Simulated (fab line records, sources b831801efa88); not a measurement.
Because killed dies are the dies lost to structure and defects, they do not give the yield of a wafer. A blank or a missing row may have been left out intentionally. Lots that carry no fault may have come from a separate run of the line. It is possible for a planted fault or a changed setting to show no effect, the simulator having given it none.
8D (eight disciplines) problem report, filled in by code    flow sky130    the parts of the form that need people (team, actions taken, sign-off) are left out

## 1. THE PROBLEM
Across 6 wafers from 2 lots, LOCAL_INTERCONNECT_TIN_RS at SKY_LOCAL_INTERCONNECT_RS_MEAS_01 averages 13.00 ohm/sq, while fault-free wafers read 14.12 ohm/sq with a standard deviation of 0.13. Relative to the usual mean, that is a shift of -8.6 standard deviations.
The step: measures by four-point-probe.
The first sign was on wafer L875.1 at day 32 12:28, on film metro-01. The record holds 30 wafers of 10 lots with a number at this step. Rule for "out", or "out of limits": more than 4 standard deviations from the usual mean. The other wafers with a number count as sound.

## 2. WHAT IT IS; WHAT IT IS NOT
question                     is                         is not
which readings at this step  LOCAL_INTERCONNECT_TIN_RS  -
which lots                   L875, L877                 L871, L872, L880, L884, L885, L886, L889, L891
which wafers of those lots   all that have a number     -
read on which gauges         film metro-01              film metro-03, film metro-04
when                         from day 32 12:28          up to then (6 sound wafers); but 18 sound wafers of L880, L884, L885, L886, L889, L891 came after

## 3. SUSPECTS, AND WHAT RULES EACH OUT
Counting: a tool at a process step up to the reading stays a suspect if it ran every lot that is out and no sound lot after the first of them.
- the gauge at SKY_LOCAL_INTERCONNECT_RS_MEAS_01: ruled out. All the wafers that are out were read on film metro-01, but those of them that SKY_LOCAL_INTERCONNECT_METAL_ETCH_14 has rows for are out there too, on other tools.
- pvd sputter-02 at SKY_LOCAL_INTERCONNECT_SPUTTER_00 (material TiN, target thk 100 nm, time 83.3 s): kept. It ran every lot that is out, first L875 (day 32 12:24), and no sound lot after that; its last sound lot up to then is L871 (day 30 18:03).
The count leaves pvd sputter-02 at SKY_LOCAL_INTERCONNECT_SPUTTER_00.

## 4. THE CAUSE (what the simulator had put in)
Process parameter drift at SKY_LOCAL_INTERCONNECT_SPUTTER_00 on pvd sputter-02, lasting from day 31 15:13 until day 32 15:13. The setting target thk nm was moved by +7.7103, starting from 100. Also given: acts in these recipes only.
After counting, this tool was the only one left.

## 5. THE CHAIN OF EFFECTS, in route order
One row per reading whose mean, taken over the struck wafers that have a number, lies over 3 standard deviations from the usual. Only readings whose record carries a usual standard deviation are examined. hours: median over the lots of the time between each lot's start at the first step of this table that gives one and its start at this step. sigmas: the change, counted in usual standard deviations.
hours  step                                  reading                     usual         on struck wafers  change  sigmas
0      SKY_LOCAL_INTERCONNECT_RS_MEAS_01     LOCAL_INTERCONNECT_TIN_RS   14.12 ohm/sq  13.00             -1.12   -8.6
0      SKY_LOCAL_INTERCONNECT_THK_MEAS_02    LOCAL_INTERCONNECT_TIN_THK  101.0 nm      109.5             +8.5    +8.5
27     SKY_LOCAL_INTERCONNECT_METAL_ETCH_14  oes product au              0.942 a.u.    0.984             +0.042  +5.8
27     SKY_LOCAL_INTERCONNECT_METAL_ETCH_14  throttle valve pct          21.902 %      21.873            -0.029  -3.0
It contains these process steps:
- SKY_LOCAL_INTERCONNECT_METAL_ETCH_14: etches TiN in Cl2/BCl3, stops on PSG, target depth 110 nm, time 31.4 s.

## 6. HOW IT WOULD HAVE BEEN CAUGHT EARLIER
The first out-of-limits reading at a measuring or inspecting step in this record came at day 32 12:28, 21 hours after the fault's start at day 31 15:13.
Tool readings at SKY_LOCAL_INTERCONNECT_SPUTTER_00 with a usual standard deviation given in the record: none out on any struck wafer, hence no alarm at a limit of 4 standard deviations on them.
Lots out: 2; of these, L877 started SKY_LOCAL_INTERCONNECT_SPUTTER_00 on pvd sputter-02 after day 32 12:28. A hold on the tool at that time would have spared it.
